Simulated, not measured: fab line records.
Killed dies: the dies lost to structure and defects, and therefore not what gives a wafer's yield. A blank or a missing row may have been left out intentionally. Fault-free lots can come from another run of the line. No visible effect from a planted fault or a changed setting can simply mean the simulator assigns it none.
fab line records ; flow gf180mcu
record lots=24; wafers=72; last_day=34
route steps=602 shown VT_IMPLANT@108 HV_LDD@226 SAB@264 M1@330 MIM@507 M5@535
lots that met no fault: taken from a fault-free run of the same line
start_h: the number of hours between the record's first day and the start of the first shown wafer of the lot ; wait_h: hours since the lot's step before ; " as in the row above ; L1.1+2: a row that stands for several wafers ; - no value present, or no start provided ; * or withheld: withheld ; < > ~ a bound
route shown NAME@n: a module of which the file shows steps, and the number in the route of the first ; usual: mean/standard deviation taken from wafers without a fault ; same: alike in all rows ; chamber/n: place in a boat ; sites: per-site readings ; _std_site: standard deviation of those values ; _edge_site: the outer-site mean with the inner-site mean subtracted ; radius_mm: for every site, how far away it sits from the centre of the wafer ; mask NAME#n: copy n ; behind: tool/chamber where the wafer was last shaped ; hold: what put the lot on hold/how long, in hours/how the hold closed ; device: the n, p or np transistor that did not switch ; end of line: the tests these same wafers got at the end of their route ; a step without rows: its recipe alone ; killed: not the wafer's yield, but the dies lost to structure and defects at the first sort ; map: the dies of a wafer, with x for killed, . for not killed, _ for no die there
set.NAME: the setting that was run; set.NAME@STEP: the one run at that earlier step ; model.NAME: the simulator's own value behind a step, which no gauge read
one table for each step of the route and one row for each wafer, over a sample of lots
services: a tool's chamber out of use, with start hour (start_h, from the record's first day; less than 0 if before it), hours out, and reason
## steps
# step GF_VT_IMPLANT_OVL_MEAS_18
# usual VT_IMPLANT_01_OVL=1.3/1.3
lot.wafer;tool;chamber;start_h;wait_h;VT_IMPLANT_01_OVL[nm]
L074.1;overlay-02;-;124.11;0.1;1.5
L074.4;overlay-02;-;124.11;0.1;1.7
L074.6;overlay-02;-;124.11;0.1;1.2
L075.3;overlay-01;-;128.18;0.1;1.5
L075.4;overlay-01;-;128.18;0.1;2.6
L075.5;overlay-01;-;128.18;0.1;2.2
L076.3;overlay-01;-;135.67;0.1;3.2
L076.4;overlay-01;-;135.67;0.1;3.4
L076.5;overlay-01;-;135.67;0.1;1.5
L077.1;overlay-02;-;144.45;0.1;-0.2
L077.3;overlay-02;-;144.45;0.1;1.5
L077.6;overlay-02;-;144.45;0.1;2.3
L078.2;overlay-01;-;152.18;0.1;0.4
L078.3;overlay-01;-;152.18;0.1;-2.4
L078.6;overlay-01;-;152.18;0.1;0.1
L079.2;overlay-02;-;161.53;0.1;0.6
L079.3;overlay-02;-;161.53;0.1;1.0
L079.6;overlay-02;-;161.53;0.1;-0.3
L080.1;overlay-01;-;168.50;0.1;-0.6
L080.2;overlay-01;-;168.50;0.1;-1.5
L080.5;overlay-01;-;168.50;0.1;-0.5
L081.3;overlay-02;-;170.67;0.1;1.0
L081.4;overlay-02;-;170.67;0.1;1.1
L081.5;overlay-02;-;170.67;0.1;1.8
L082.2;overlay-01;-;183.51;0.1;0.1
L082.3;overlay-01;-;183.51;0.1;1.1
L082.4;overlay-01;-;183.51;0.1;0.9
L083.2;overlay-01;-;188.21;0.1;-0.2
L083.4;overlay-01;-;188.21;0.1;0.2
L083.5;overlay-01;-;188.21;0.1;1.9
L084.2;overlay-02;-;192.38;0.1;3.2
L084.3;overlay-02;-;192.38;0.1;3.4
L084.5;overlay-02;-;192.38;0.1;3.1
L085.1;overlay-01;-;197.91;0.1;3.9
L085.2;overlay-01;-;197.91;0.1;3.4
L085.6;overlay-01;-;197.91;0.1;4.2
L086.3;overlay-01;-;201.82;0.1;1.0
L086.5;overlay-01;-;201.82;0.1;2.9
L086.6;overlay-01;-;201.82;0.1;1.1
L087.2;overlay-01;-;208.46;0.1;1.5
L087.3;overlay-01;-;208.46;0.1;3.2
L087.4;overlay-01;-;208.46;0.1;3.3
L088.1;overlay-01;-;216.45;0.1;2.9
L088.2;overlay-01;-;216.45;0.1;3.0
L088.5;overlay-01;-;216.45;0.1;2.0
L089.1;overlay-01;-;220.31;0.1;1.9
L089.4;overlay-01;-;220.31;0.1;1.1
L089.6;overlay-01;-;220.31;0.1;1.4
L090.2;overlay-02;-;227.21;0.1;2.6
L090.3;overlay-02;-;227.21;0.1;1.9
L090.6;overlay-02;-;227.21;0.1;1.8
L091.2;overlay-01;-;233.07;0.1;-0.6
L091.3;overlay-01;-;233.07;0.1;0.9
L091.6;overlay-01;-;233.07;0.1;-1.0
L092.1;overlay-01;-;239.25;0.1;0.0
L092.3;overlay-01;-;239.25;0.1;-0.7
L092.4;overlay-01;-;239.25;0.1;-0.3
L093.1;overlay-01;-;247.17;0.1;0.7
L093.3;overlay-01;-;247.17;0.1;0.8
L093.5;overlay-01;-;247.17;0.1;1.0
L094.2;overlay-01;-;253.56;0.1;2.5
L094.5;overlay-01;-;253.56;0.1;0.9
L094.6;overlay-01;-;253.56;0.1;2.8
L095.2;overlay-01;-;260.66;0.1;2.4
L095.4;overlay-01;-;260.66;0.1;1.9
L095.6;overlay-01;-;260.66;0.1;3.0
L096.2;overlay-02;-;265.17;0.1;-0.5
L096.4;overlay-02;-;265.17;0.1;0.5
L096.6;overlay-02;-;265.17;0.1;-0.2
L097.3;overlay-01;-;273.86;0.1;0.3
L097.5;overlay-01;-;273.86;0.1;-0.3
L097.6;overlay-01;-;273.86;0.1;1.9
# step GF_HV_LDD_TW_MEAS_50
# usual HV_LDD_4_TW=562/10
lot.wafer;tool;chamber;start_h;wait_h;HV_LDD_4_TW
L074.1;film_metro-02;-;268.68;0.1;577
L074.4;film_metro-02;-;268.68;0.1;572
L074.6;film_metro-02;-;268.68;0.1;575
L075.3;film_metro-03;-;276.18;0.1;555
L075.4;film_metro-03;-;276.18;0.1;558
L075.5;film_metro-03;-;276.18;0.1;558
L076.3;film_metro-03;-;284.93;0.1;556
L076.4;film_metro-03;-;284.93;0.1;552
L076.5;film_metro-03;-;284.93;0.1;554
L077.1;film_metro-02;-;297.43;0.1;577
L077.3;film_metro-02;-;297.43;0.1;576
L077.6;film_metro-02;-;297.43;0.1;575
L078.2;film_metro-03;-;306.87;0.1;554
L078.3;film_metro-03;-;306.87;0.1;552
L078.6;film_metro-03;-;306.87;0.1;552
L079.2;film_metro-03;-;319.17;0.1;553
L079.3;film_metro-03;-;319.17;0.1;555
L079.6;film_metro-03;-;319.17;0.1;556
L080.1;film_metro-01;-;326.33;0.1;562
L080.2;film_metro-01;-;326.33;0.1;561
L080.5;film_metro-01;-;326.33;0.1;561
L081.3;film_metro-01;-;331.78;0.1;561
L081.4;film_metro-01;-;331.78;0.1;560
L081.5;film_metro-01;-;331.78;0.1;561
L082.2;film_metro-01;-;346.92;0.1;559
L082.3;film_metro-01;-;346.92;0.1;558
L082.4;film_metro-01;-;346.92;0.1;561
L083.2;film_metro-03;-;354.77;0.1;555
L083.4;film_metro-03;-;354.77;0.1;554
L083.5;film_metro-03;-;354.77;0.1;552
L084.2;film_metro-01;-;358.37;0.1;557
L084.3;film_metro-01;-;358.37;0.1;556
L084.5;film_metro-01;-;358.37;0.1;556
L085.1;film_metro-03;-;361.58;0.1;557
L085.2;film_metro-03;-;361.58;0.1;557
L085.6;film_metro-03;-;361.58;0.1;560
L086.3;film_metro-02;-;369.80;0.1;578
L086.5;film_metro-02;-;369.80;0.1;578
L086.6;film_metro-02;-;369.80;0.1;576
L087.2;film_metro-02;-;377.54;0.1;578
L087.3;film_metro-02;-;377.54;0.1;579
L087.4;film_metro-02;-;377.54;0.1;576
L088.1;film_metro-03;-;388.89;0.1;554
L088.2;film_metro-03;-;388.89;0.1;554
L088.5;film_metro-03;-;388.89;0.1;548
L089.1;film_metro-01;-;394.81;0.1;560
L089.4;film_metro-01;-;394.81;0.1;559
L089.6;film_metro-01;-;394.81;0.1;561
L090.2;film_metro-02;-;400.94;0.1;585
L090.3;film_metro-02;-;400.94;0.1;584
L090.6;film_metro-02;-;400.94;0.1;581
L091.2;film_metro-03;-;407.82;0.1;552
L091.3;film_metro-03;-;407.82;0.1;553
L091.6;film_metro-03;-;407.82;0.1;554
L092.1;film_metro-03;-;417.18;0.1;548
L092.3;film_metro-03;-;417.18;0.1;553
L092.4;film_metro-03;-;417.18;0.1;549
L093.1;film_metro-03;-;426.21;0.1;546
L093.3;film_metro-03;-;426.21;0.1;550
L093.5;film_metro-03;-;426.21;0.1;554
L094.2;film_metro-02;-;432.67;0.1;572
L094.5;film_metro-02;-;432.67;0.1;573
L094.6;film_metro-02;-;432.67;0.1;575
L095.2;film_metro-01;-;449.44;0.1;557
L095.4;film_metro-01;-;449.44;0.1;557
L095.6;film_metro-01;-;449.44;0.1;559
L096.2;film_metro-03;-;455.47;0.1;552
L096.4;film_metro-03;-;455.47;0.1;553
L096.6;film_metro-03;-;455.47;0.1;553
L097.3;film_metro-02;-;460.69;0.1;576
L097.5;film_metro-02;-;460.69;0.1;578
L097.6;film_metro-02;-;460.69;0.1;574
# step GF_SAB_CVD_00
# recipe material=SiO2; target_thk_nm=50; precursor=TEOS; temp_c=400; time_s=4.9302; rf_w=600
# usual heater_power_w=691/110
lot.wafer;tool;chamber;start_h;wait_h;heater_power_w
L074.1;pecvd-02;0;312.28;0.1;550
L074.4;pecvd-02;1;312.28;0.1;658
L074.6;pecvd-02;0;312.28;0.1;570
L075.3;pecvd-03;0;321.95;0.1;731
L075.4;pecvd-03;0;321.95;0.1;711
L075.5;pecvd-03;1;321.95;0.1;630
L076.3;pecvd-04;2;331.56;0.1;745
L076.4;pecvd-04;2;331.56;0.1;742
L076.5;pecvd-04;0;331.56;0.1;581
L077.1;pecvd-03;2;343.25;0.1;666
L077.3;pecvd-03;0;343.25;0.1;730
L077.6;pecvd-03;0;343.25;0.1;741
L078.2;pecvd-03;1;352.71;0.1;635
L078.3;pecvd-03;0;352.71;0.1;711
L078.6;pecvd-03;2;352.71;0.1;775
L079.2;pecvd-04;0;366.41;0.1;582
L079.3;pecvd-04;1;366.41;0.1;598
L079.6;pecvd-04;0;366.41;0.1;567
L080.1;pecvd-04;2;374.51;0.1;747
L080.2;pecvd-04;1;374.51;0.1;576
L080.5;pecvd-04;2;374.51;0.1;738
L081.3;pecvd-04;2;381.51;0.1;622
L081.4;pecvd-04;2;381.51;0.1;638
L081.5;pecvd-04;0;381.51;0.1;597
L082.2;pecvd-02;2;397.59;0.1;925
L082.3;pecvd-02;1;397.59;0.1;773
L082.4;pecvd-02;1;397.59;0.1;773
L083.2;pecvd-03;0;405.91;0.1;611
L083.4;pecvd-03;2;405.91;0.1;739
L083.5;pecvd-03;1;405.91;0.1;687
L084.2;pecvd-02;0;406.81;0.1;653
L084.3;pecvd-02;1;406.81;0.1;781
L084.5;pecvd-02;2;406.81;0.1;1053
L085.1;pecvd-04;1;411.25;0.1;630
L085.2;pecvd-04;0;411.25;0.1;508
L085.6;pecvd-04;1;411.25;0.1;627
L086.3;pecvd-03;0;419.90;0.1;676
L086.5;pecvd-03;2;419.90;0.1;651
L086.6;pecvd-03;1;419.90;0.1;619
L087.2;pecvd-04;2;428.46;0.1;718
L087.3;pecvd-04;0;428.46;0.1;549
L087.4;pecvd-04;0;428.46;0.1;541
L088.1;pecvd-03;2;441.25;0.1;756
L088.2;pecvd-03;0;441.25;0.1;673
L088.5;pecvd-03;1;441.25;0.1;720
L089.1;pecvd-04;2;446.89;0.1;663
L089.4;pecvd-04;2;446.89;0.1;639
L089.6;pecvd-04;0;446.89;0.1;618
L090.2;pecvd-03;0;453.14;0.1;586
L090.3;pecvd-03;1;453.14;0.1;709
L090.6;pecvd-03;0;453.14;0.1;598
L091.2;pecvd-03;2;460.39;0.1;653
L091.3;pecvd-03;0;460.39;0.1;714
L091.6;pecvd-03;0;460.39;0.1;699
L092.1;pecvd-03;2;471.06;0.1;737
L092.3;pecvd-03;1;471.06;0.1;768
L092.4;pecvd-03;0;471.06;0.1;697
L093.1;pecvd-02;2;479.24;0.1;940
L093.3;pecvd-02;1;479.24;0.1;749
L093.5;pecvd-02;1;479.24;0.1;764
L094.2;pecvd-02;1;485.11;0.1;723
L094.5;pecvd-02;0;485.11;0.1;669
L094.6;pecvd-02;1;485.11;0.1;725
L095.2;pecvd-03;0;501.20;0.1;736
L095.4;pecvd-03;1;501.20;0.1;655
L095.6;pecvd-03;2;501.20;0.1;659
L096.2;pecvd-03;0;507.30;0.1;688
L096.4;pecvd-03;0;507.30;0.1;698
L096.6;pecvd-03;2;507.30;0.1;757
L097.3;pecvd-04;0;512.41;0.1;614
L097.5;pecvd-04;0;512.41;0.1;608
L097.6;pecvd-04;1;512.41;0.1;544
# step GF_M1_OVL_MEAS_15
# usual M1_OVL=-1/4.5
lot.wafer;tool;chamber;start_h;wait_h;M1_OVL[nm]
L074.1;overlay-01;-;380.62;0.1;-3
L074.4;overlay-01;-;380.62;0.1;0
L074.6;overlay-01;-;380.62;0.1;-2
L075.3;overlay-02;-;390.98;0.1;3
L075.4;overlay-02;-;390.98;0.1;-2
L075.5;overlay-02;-;390.98;0.1;8
L076.3;overlay-01;-;400.47;0.1;-8
L076.4;overlay-01;-;400.47;0.1;-3
L076.5;overlay-01;-;400.47;0.1;-2
L077.1;overlay-01;-;414.72;0.1;1
L077.3;overlay-01;-;414.72;0.1;-2
L077.6;overlay-01;-;414.72;0.1;-4
L078.2;overlay-02;-;424.48;0.1;-5
L078.3;overlay-02;-;424.48;0.1;-3
L078.6;overlay-02;-;424.48;0.1;-7
L079.2;overlay-01;-;439.58;0.1;2
L079.3;overlay-01;-;439.58;0.1;-3
L079.6;overlay-01;-;439.58;0.1;1
L080.1;overlay-01;-;449.62;0.1;-3
L080.2;overlay-01;-;449.62;0.1;5
L080.5;overlay-01;-;449.62;0.1;-3
L081.3;overlay-02;-;456.89;0.1;-3
L081.4;overlay-02;-;456.89;0.1;-7
L081.5;overlay-02;-;456.89;0.1;3
L082.2;overlay-01;-;473.53;0.1;-7
L082.3;overlay-01;-;473.53;0.1;3
L082.4;overlay-01;-;473.53;0.1;3
L083.2;overlay-02;-;481.37;0.1;2
L083.4;overlay-02;-;481.37;0.1;-4
L083.5;overlay-02;-;481.37;0.1;0
L084.2;overlay-02;-;482.28;0.1;-12
L084.3;overlay-02;-;482.28;0.1;-3
L084.5;overlay-02;-;482.28;0.1;-5
L085.1;overlay-02;-;488.67;0.1;3
L085.2;overlay-02;-;488.67;0.1;3
L085.6;overlay-02;-;488.67;0.1;7
L086.3;overlay-02;-;495.13;0.1;3
L086.5;overlay-02;-;495.13;0.1;2
L086.6;overlay-02;-;495.13;0.1;-1
L087.2;overlay-01;-;504.46;0.1;0
L087.3;overlay-01;-;504.46;0.1;-10
L087.4;overlay-01;-;504.46;0.1;-12
L088.1;overlay-01;-;517.22;0.1;7
L088.2;overlay-01;-;517.22;0.1;7
L088.5;overlay-01;-;517.22;0.1;3
L089.1;overlay-02;-;522.37;0.1;-6
L089.4;overlay-02;-;522.37;0.1;-4
L089.6;overlay-02;-;522.37;0.1;-15
L090.2;overlay-02;-;528.95;0.1;-4
L090.3;overlay-02;-;528.95;0.1;2
L090.6;overlay-02;-;528.95;0.1;2
L091.2;overlay-02;-;534.69;0.1;-1
L091.3;overlay-02;-;534.69;0.1;2
L091.6;overlay-02;-;534.69;0.1;-4
L092.1;overlay-01;-;543.74;0.1;-2
L092.3;overlay-01;-;543.74;0.1;-5
L092.4;overlay-01;-;543.74;0.1;-8
L093.1;overlay-02;-;553.31;0.1;7
L093.3;overlay-02;-;553.31;0.1;10
L093.5;overlay-02;-;553.31;0.1;4
L094.2;overlay-02;-;558.08;0.1;-1
L094.5;overlay-02;-;558.08;0.1;-7
L094.6;overlay-02;-;558.08;0.1;-2
L095.2;overlay-02;-;578.18;0.1;1
L095.4;overlay-02;-;578.18;0.1;1
L095.6;overlay-02;-;578.18;0.1;-2
L096.2;overlay-01;-;578.32;0.1;-5
L096.4;overlay-01;-;578.32;0.1;-5
L096.6;overlay-01;-;578.32;0.1;-7
L097.3;overlay-01;-;583.25;0.1;-5
L097.5;overlay-01;-;583.25;0.1;3
L097.6;overlay-01;-;583.25;0.1;-6
# step GF_MIM_SPUTTER_04
# recipe material=TiN; target_thk_nm=50; power_w=6500; time_s=41.7; chamber_pressure_pa=0.4
# usual throttle_valve_pct=30.1/0.99
lot.wafer;tool;chamber;start_h;wait_h;throttle_valve_pct
L074.1;pvd_sputter-03;-;558.48;0.0;29.2
L074.4;pvd_sputter-03;-;558.48;0.0;30.2
L074.6;pvd_sputter-03;-;558.48;0.0;29.9
L075.3;pvd_sputter-02;-;568.31;0.0;28.1
L075.4;pvd_sputter-02;-;568.31;0.0;31.3
L075.5;pvd_sputter-02;-;568.31;0.0;31.2
L076.3;pvd_sputter-02;-;577.47;0.0;31.2
L076.4;pvd_sputter-02;-;577.47;0.0;30.7
L076.5;pvd_sputter-02;-;577.47;0.0;30.3
L077.1;pvd_sputter-03;-;589.26;0.0;30.4
L077.3;pvd_sputter-03;-;589.26;0.0;29.8
L077.6;pvd_sputter-03;-;589.26;0.0;30.3
L078.2;pvd_sputter-01;-;600.11;0.0;29.5
L078.3;pvd_sputter-01;-;600.11;0.0;31.8
L078.6;pvd_sputter-01;-;600.11;0.0;29.5
L079.2;pvd_sputter-03;-;610.49;0.0;29.9
L079.3;pvd_sputter-03;-;610.49;0.0;30.3
L079.6;pvd_sputter-03;-;610.49;0.0;30.4
L080.1;pvd_sputter-01;-;620.79;0.0;32.2
L080.2;pvd_sputter-01;-;620.79;0.0;29.4
L080.5;pvd_sputter-01;-;620.79;0.0;30.0
L081.3;pvd_sputter-01;-;626.61;0.0;29.3
L081.4;pvd_sputter-01;-;626.61;0.0;32.0
L081.5;pvd_sputter-01;-;626.61;0.0;29.3
L082.2;pvd_sputter-03;-;641.48;0.0;30.0
L082.3;pvd_sputter-03;-;641.48;0.0;29.9
L082.4;pvd_sputter-03;-;641.48;0.0;30.5
L083.2;pvd_sputter-02;-;647.82;0.0;30.3
L083.4;pvd_sputter-02;-;647.82;0.0;30.3
L083.5;pvd_sputter-02;-;647.82;0.0;30.5
L084.2;pvd_sputter-03;-;648.31;0.0;30.6
L084.3;pvd_sputter-03;-;648.31;0.0;29.0
L084.5;pvd_sputter-03;-;648.31;0.0;30.0
L085.1;pvd_sputter-03;-;651.91;0.0;29.2
L085.2;pvd_sputter-03;-;651.91;0.0;30.0
L085.6;pvd_sputter-03;-;651.91;0.0;29.7
L086.3;pvd_sputter-02;-;658.19;0.0;30.4
L086.5;pvd_sputter-02;-;658.19;0.0;31.5
L086.6;pvd_sputter-02;-;658.19;0.0;30.4
L087.2;pvd_sputter-01;-;667.13;0.0;31.9
L087.3;pvd_sputter-01;-;667.13;0.0;30.4
L087.4;pvd_sputter-01;-;667.13;0.0;29.3
L088.1;pvd_sputter-01;-;675.68;0.0;31.8
L088.2;pvd_sputter-01;-;675.68;0.0;30.2
L088.5;pvd_sputter-01;-;675.68;0.0;31.9
L089.1;pvd_sputter-01;-;682.57;0.0;29.1
L089.4;pvd_sputter-01;-;682.57;0.0;30.4
L089.6;pvd_sputter-01;-;682.57;0.0;31.9
L090.2;pvd_sputter-02;-;686.94;0.0;30.3
L090.3;pvd_sputter-02;-;686.94;0.0;28.1
L090.6;pvd_sputter-02;-;686.94;0.0;28.3
L091.2;pvd_sputter-02;-;691.06;0.0;30.6
L091.3;pvd_sputter-02;-;691.06;0.0;28.3
L091.6;pvd_sputter-02;-;691.06;0.0;30.5
L092.1;pvd_sputter-02;-;697.66;0.0;30.4
L092.3;pvd_sputter-02;-;697.66;0.0;31.3
L092.4;pvd_sputter-02;-;697.66;0.0;28.1
L093.1;pvd_sputter-01;-;707.09;0.0;29.2
L093.3;pvd_sputter-01;-;707.09;0.0;30.0
L093.5;pvd_sputter-01;-;707.09;0.0;29.1
L094.2;pvd_sputter-03;-;712.29;0.0;30.2
L094.5;pvd_sputter-03;-;712.29;0.0;29.8
L094.6;pvd_sputter-03;-;712.29;0.0;30.4
L096.2;pvd_sputter-02;-;728.62;0.0;30.5
L096.4;pvd_sputter-02;-;728.62;0.0;31.3
L096.6;pvd_sputter-02;-;728.62;0.0;31.7
L095.2;pvd_sputter-02;-;729.20;0.0;28.3
L095.4;pvd_sputter-02;-;729.20;0.0;30.2
L095.6;pvd_sputter-02;-;729.20;0.0;30.4
L097.3;pvd_sputter-03;-;731.53;0.0;28.8
L097.5;pvd_sputter-03;-;731.53;0.0;28.9
L097.6;pvd_sputter-03;-;731.53;0.0;30.5
# step GF_M5_ETCH_09
# recipe chemistry=CF4/O2; target=Si3N4; target_depth_nm=52; source_w=800; bias_w=150; pressure_mtorr=150; cf4_flow_sccm=80; O2_flow_sccm=10; time_s=11.6
# usual cf4_flow_sccm=80.00/0.23; drypump_motor_current_A=5.9/0.48; oes_product_au=1.001/0.0062; throttle_valve_pct=5.972/0.01
lot.wafer;tool;chamber;start_h;wait_h;cf4_flow_sccm;drypump_motor_current_A;oes_product_au;rf_hours_counter_h;throttle_valve_pct
L074.1;rie_diel-04;1;602.87;0.0;80.15;5.9;1.002;10;5.968
L074.4;rie_diel-04;2;602.87;0.0;79.65;5.7;1.003;6;5.968
L074.6;rie_diel-04;0;602.87;0.0;79.65;6.3;1.000;-;5.962
L075.3;rie_diel-02;3;611.27;0.0;79.58;5.2;1.004;30;5.962
L075.4;rie_diel-02;1;611.27;0.0;79.97;6.2;0.988;1;5.989
L075.5;rie_diel-02;2;611.27;0.0;80.06;5.3;0.996;-;5.971
L076.3;rie_diel-03;3;619.29;0.0;79.68;6.1;1.001;22;5.976
L076.4;rie_diel-03;1;619.29;0.0;79.83;6.7;1.008;19;5.980
L076.5;rie_diel-03;2;619.29;0.0;79.74;6.2;0.996;-;5.969
L077.1;rie_diel-03;1;630.52;0.0;79.85;6.6;0.992;19;5.975
L077.3;rie_diel-03;3;630.52;0.0;79.90;6.1;1.001;22;5.940
L077.6;rie_diel-03;1;630.52;0.0;79.85;6.6;1.003;-;5.970
L078.2;rie_diel-04;2;640.37;0.0;80.52;5.7;1.012;7;5.971
L078.3;rie_diel-04;1;640.37;0.0;80.64;5.9;0.996;12;5.960
L078.6;rie_diel-04;3;640.37;0.0;80.22;5.2;1.010;-;5.962
L079.2;rie_diel-04;0;651.77;0.0;79.62;6.3;1.003;11;5.964
L079.3;rie_diel-04;2;651.77;0.0;79.64;5.7;0.995;8;5.980
L079.6;rie_diel-04;1;651.77;0.0;80.02;5.9;1.008;-;5.957
L080.1;rie_diel-04;1;660.51;0.0;80.13;5.9;0.997;13;5.962
L080.2;rie_diel-04;3;660.51;0.0;80.01;5.2;0.988;3;5.972
L080.5;rie_diel-04;1;660.51;0.0;79.90;5.9;0.994;-;5.978
L081.3;rie_diel-02;0;666.27;0.0;80.07;5.6;0.999;43;5.980
L081.4;rie_diel-02;2;666.27;0.0;80.08;5.3;0.998;9;5.966
L081.5;rie_diel-02;0;666.27;0.0;79.97;5.6;0.997;-;5.974
L082.2;rie_diel-02;1;681.31;0.0;80.25;6.2;1.003;3;5.977
L082.3;rie_diel-02;2;681.31;0.0;79.96;5.3;1.007;9;5.962
L082.4;rie_diel-02;0;681.31;0.0;80.28;5.6;1.011;44;5.971
L083.2;rie_diel-04;0;687.02;0.0;79.75;6.2;1.019;12;5.968
L083.4;rie_diel-04;1;687.02;0.0;79.87;5.9;0.998;14;5.967
L083.5;rie_diel-04;3;687.02;0.0;80.19;5.2;1.005;-;5.959
L084.2;rie_diel-03;2;687.26;0.0;79.86;6.2;1.003;54;5.983
L084.3;rie_diel-03;3;687.26;0.0;79.99;6.1;1.006;24;5.984
L084.5;rie_diel-03;3;687.26;0.0;80.07;6.1;1.007;-;5.966
L085.1;rie_diel-03;2;690.82;0.0;79.80;6.1;0.984;54;5.972
L085.2;rie_diel-03;3;690.82;0.0;80.13;6.1;1.001;24;5.973
L085.6;rie_diel-03;0;690.82;0.0;80.24;5.4;1.003;-;5.975
L086.3;rie_diel-04;3;696.79;0.0;79.98;5.2;0.999;4;5.975
L086.5;rie_diel-04;3;696.79;0.0;80.19;5.2;1.002;-;5.973
L086.6;rie_diel-04;0;696.79;0.0;80.31;6.2;0.993;-;5.971
L087.2;rie_diel-03;0;705.19;0.0;80.07;5.4;0.998;27;5.984
L087.3;rie_diel-03;3;705.19;0.0;79.99;6.1;0.999;25;5.987
L087.4;rie_diel-03;1;705.19;0.0;79.62;6.6;1.003;22;5.969
L088.1;rie_diel-03;1;711.17;0.0;80.05;6.7;1.000;22;5.986
L088.2;rie_diel-03;2;711.17;0.0;79.85;6.2;0.988;55;5.963
L088.5;rie_diel-03;2;711.17;0.0;80.02;6.2;0.988;-;5.967
L089.1;rie_diel-03;3;719.71;0.0;80.03;6.1;0.997;26;5.961
L089.4;rie_diel-03;1;719.71;0.0;80.18;6.7;0.993;22;5.969
L089.6;rie_diel-03;1;719.71;0.0;80.01;6.7;0.999;-;5.983
L090.2;rie_diel-03;3;722.76;0.0;80.11;6.1;0.998;26;5.983
L090.3;rie_diel-03;0;722.76;0.0;80.65;5.4;1.002;28;5.948
L090.6;rie_diel-03;0;722.76;0.0;80.50;5.4;1.002;-;5.996
L091.2;rie_diel-03;0;728.51;0.0;79.66;5.4;1.001;28;5.943
L091.3;rie_diel-03;3;728.51;0.0;80.35;6.1;0.997;26;5.977
L091.6;rie_diel-03;1;728.51;0.0;79.76;6.7;1.004;-;5.963
L092.1;rie_diel-03;1;734.22;0.0;79.97;6.7;0.998;23;5.980
L092.3;rie_diel-03;0;734.22;0.0;80.22;5.4;0.996;28;5.964
L092.4;rie_diel-03;0;734.22;0.0;79.86;5.4;1.004;-;5.956
L093.1;rie_diel-04;0;743.12;0.0;80.04;6.3;1.011;15;5.965
L093.3;rie_diel-04;2;743.12;0.0;80.19;5.7;1.003;11;5.970
L093.5;rie_diel-04;3;743.12;0.0;80.10;5.2;0.998;-;5.967
L094.2;rie_diel-02;3;748.37;0.0;79.57;5.2;1.012;34;5.975
L094.5;rie_diel-02;3;748.37;0.0;79.89;5.2;0.994;-;5.999
L094.6;rie_diel-02;2;748.37;0.0;80.04;5.2;1.006;-;5.964
L096.2;rie_diel-02;3;763.91;0.0;79.67;5.2;0.998;35;5.984
L096.4;rie_diel-02;2;763.91;0.0;79.81;5.3;0.998;-;5.980
L096.6;rie_diel-02;3;763.91;0.0;79.64;5.2;1.006;-;5.962
L095.2;rie_diel-04;0;764.12;0.0;79.89;6.2;0.999;16;5.971
L095.4;rie_diel-04;3;764.12;0.0;79.95;5.2;1.007;7;5.969
L095.6;rie_diel-04;3;764.12;0.0;79.70;5.2;1.001;-;5.979
L097.3;rie_diel-03;1;765.37;0.0;79.70;6.7;1.003;24;5.991
L097.5;rie_diel-03;2;765.37;0.0;79.87;6.2;1.006;-;5.977
L097.6;rie_diel-03;3;765.37;0.0;79.97;6.1;1.005;-;5.976
## services
tool;chamber;start_h;hours;kind
pvd_sputter-03;-;292.01;21.4;repair
pecvd-03;1;312.53;1.9;repair
pvd_sputter-03;-;318.77;1.8;repair
rie_diel-04;1;326.14;4.0;repair
rie_diel-04;0;341.37;4.1;repair
pecvd-04;-;344.15;5.6;repair
pecvd-03;-;360.53;0.9;repair
rie_diel-03;0;375.78;9.7;repair
pecvd-03;-;383.53;1.9;repair
rie_diel-04;0;407.06;3.3;repair
pvd_sputter-03;-;414.32;0.8;repair
pvd_sputter-03;-;457.82;5.1;repair
pecvd-03;1;459.68;10.2;repair
pecvd-03;2;465.01;3.1;repair
pecvd-03;1;471.13;3.8;repair
pvd_sputter-02;-;495.76;2.2;repair
rie_diel-03;2;521.82;12.1;repair
pvd_sputter-02;-;527.34;9.0;repair
rie_diel-03;2;542.11;2.7;repair
pecvd-03;-;591.12;14.0;pm
pecvd-03;0;608.72;12.2;repair
pvd_sputter-02;-;625.42;4.3;repair
rie_diel-03;1;640.13;8.3;repair
pvd_sputter-02;-;663.11;10.1;repair
## key
fault none
